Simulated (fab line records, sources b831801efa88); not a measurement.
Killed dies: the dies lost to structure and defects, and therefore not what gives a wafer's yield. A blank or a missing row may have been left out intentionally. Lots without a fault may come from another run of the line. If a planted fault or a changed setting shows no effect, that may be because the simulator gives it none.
Chamber matching | flow sfq_line | pecvd-02 running SFQ_TRILAYER_I3_DEP_PECVD_081: 3 sister chambers
The step deposits SiO2 from SiH4/N2O, time 111.11 s, target thk 500 nm. 3 wafers are shown with their chamber, then 7 later ones without.

## WAFERS WITH THEIR CHAMBER
wafer  | chamber | throttle_valve_pct (%)
L192.5 | 0       | 25.4
L193.1 | 2       | 24.3
L193.3 | 1       | 26.2

## WAFERS WITHOUT THEIR CHAMBER
wafer  | throttle_valve_pct (%)
L193.6 | 25.4
L200.3 | 24.2
L200.4 | 24.2
L200.5 | 26.3
L207.3 | 26.3
L207.4 | 26.3
L207.5 | 25.3

## CHAMBER TAKEN BY EACH
wafer  | from the rows above | in truth
L193.6 | 0                   | 0
L200.3 | 2                   | 2
L200.4 | 2                   | 2
L200.5 | 1                   | 1
L207.3 | 1                   | 1
L207.4 | 1                   | 1
L207.5 | 0                   | 0
Correct placement for 7 of the 7. From these rows, 0 cannot be placed. Number placed wrongly: 0.
How it was worked out, from the rows above alone: a wafer's distance from a chamber is the root of the sum, over the readings, of the square of ((its reading less the chamber's mean) divided by the reading's scatter). The wafer belongs to the nearest chamber; if the next one is less than 2 further off, it can't be placed. A chamber's mean is the mean of its shown wafers. The scatter (one wafer shown for each chamber): square how far every hidden wafer sits from the nearest shown wafer, average those squares and take the square root.
